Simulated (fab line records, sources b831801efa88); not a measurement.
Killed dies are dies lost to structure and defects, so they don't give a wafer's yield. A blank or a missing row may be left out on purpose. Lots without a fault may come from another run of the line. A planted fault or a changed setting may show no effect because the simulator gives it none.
Split-lot experiment | flow sfq_line | 5 lots, 23 wafers read, on a route of 325 steps

THE SPLIT
At SFQ_TRILAYER_M4_LITHO_COAT_098 (resist thk 62 nm), the setting spin_rpm was moved away from the recipe's 3000 rpm on 4 of the 23 wafers read, by -2.7% to -2.3%. The other wafers ran this setting at the recipe's value.

The reading is taken at the split's own step.

THE READING
BARC_of_TRILAYER_M4_LITHO_COAT_098.thk_nm (the simulator's own value, which no gauge read), in nm, at SFQ_TRILAYER_M4_LITHO_COAT_098 (resist thk 62 nm). The file gives no usual value for it. The 19 wafers here that ran the recipe average 62.04 nm, standard deviation 0.23 nm.

wafer  | tool, chamber at the split | spin_rpm as run, rpm | against the recipe | BARC_of_TRILAYER_M4_LITHO_COAT_098.thk_nm, nm | against lot-mates on the recipe
L074.1 | litho_track-01, 0          | 3000                 | recipe             | 62.31                                         | -
L074.2 | litho_track-01, 0          | 3000                 | recipe             | 62.25                                         | -
L074.6 | litho_track-01, 0          | 3000                 | recipe             | 62.27                                         | -
L075.1 | litho_track-04, 0          | 3000                 | recipe             | 62.01                                         | -
L075.2 | litho_track-04, 0          | 2931                 | -2.3%              | 62.76                                         | +0.64
L075.3 | litho_track-04, 0          | 2931                 | -2.3%              | 62.81                                         | +0.69
L075.5 | litho_track-04, 0          | 3000                 | recipe             | 62.21                                         | -
L075.6 | litho_track-04, 0          | 3000                 | recipe             | 62.13                                         | -
L077.1 | litho_track-04, 0          | 3000                 | recipe             | 62.22                                         | -
L077.2 | litho_track-04, 0          | 3000                 | recipe             | 61.96                                         | -
L077.4 | litho_track-04, 0          | 3000                 | recipe             | 61.86                                         | -
L077.5 | litho_track-04, 0          | 3000                 | recipe             | 62.06                                         | -
L077.6 | litho_track-04, 0          | 3000                 | recipe             | 61.89                                         | -
L078.1 | litho_track-02, 0          | 3000                 | recipe             | 61.84                                         | -
L078.2 | litho_track-02, 0          | 3000                 | recipe             | 61.58                                         | -
L078.3 | litho_track-02, 0          | 3000                 | recipe             | 61.81                                         | -
L078.4 | litho_track-02, 0          | 3000                 | recipe             | 61.66                                         | -
L078.5 | litho_track-02, 0          | 3000                 | recipe             | 61.76                                         | -
L080.1 | litho_track-01, 0          | 3000                 | recipe             | 62.24                                         | -
L080.2 | litho_track-01, 0          | 3000                 | recipe             | 62.28                                         | -
L080.4 | litho_track-01, 0          | 2920                 | -2.7%              | 63.16                                         | +0.87
L080.5 | litho_track-01, 0          | 2920                 | -2.7%              | 63.03                                         | +0.74
L080.6 | litho_track-01, 0          | 3000                 | recipe             | 62.35                                         | -

THE FIT
A straight line over all 23 wafers: BARC_of_TRILAYER_M4_LITHO_COAT_098.thk_nm changes by -0.367 nm for each +1% of spin_rpm; r = -0.85; the points scatter about the line by 0.23 nm.
The same after taking each lot's own level away (the mean of its wafers on the recipe; 23 wafers): -0.297 nm for each +1%; r = -0.96; scatter 0.09 nm.
On that fit, the largest move of spin_rpm shifts the reading by 0.79 nm.
The lots' own levels span 61.730 to 62.290 nm, that is 2.4 times the standard deviation above.
So the lot-to-lot level changes the slope: the two fits differ.
Check: with one of the wafers moved furthest among these (-2.7%) left out of the fit, the line predicts +0.761 nm for it against its lot-mates. It came out at +0.87 nm against them.

OTHER SPLITS ON THESE WAFERS
These wafers also went through other splits before the reading. Each is held against what the fit with the lots' levels taken away leaves over:
other split on the same wafers                   | wafers away from the commonest value | r with BARC_of_TRILAYER_M4_LITHO_COAT_098.thk_nm (lot level and that fit taken away)
SFQ_TRILAYER_M1_LITHO_PEB_042 peb_time_s         | 10                                   | +0.00
SFQ_TRILAYER_M2_LITHO_COAT_062 spin_rpm          | 4                                    | -0.02
SFQ_TRILAYER_M2_LITHO_COAT_057 spin_rpm          | 6                                    | -0.19
SFQ_TRILAYER_M2_LITHO_EXPOSE_058 dose_mj         | 9                                    | +0.41
SFQ_TRILAYER_M2_ETCH_METAL_ETCH_060 time_s       | 9                                    | +0.22
SFQ_TRILAYER_I3_VIA_LITHO_COAT_090 resist_thk_nm | 11                                   | -0.22

THE FILE'S OWN FIT
BARC_of_TRILAYER_M4_LITHO_COAT_098.thk_nm changes by -0.297 nm for each +1% of spin_rpm, r = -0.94.
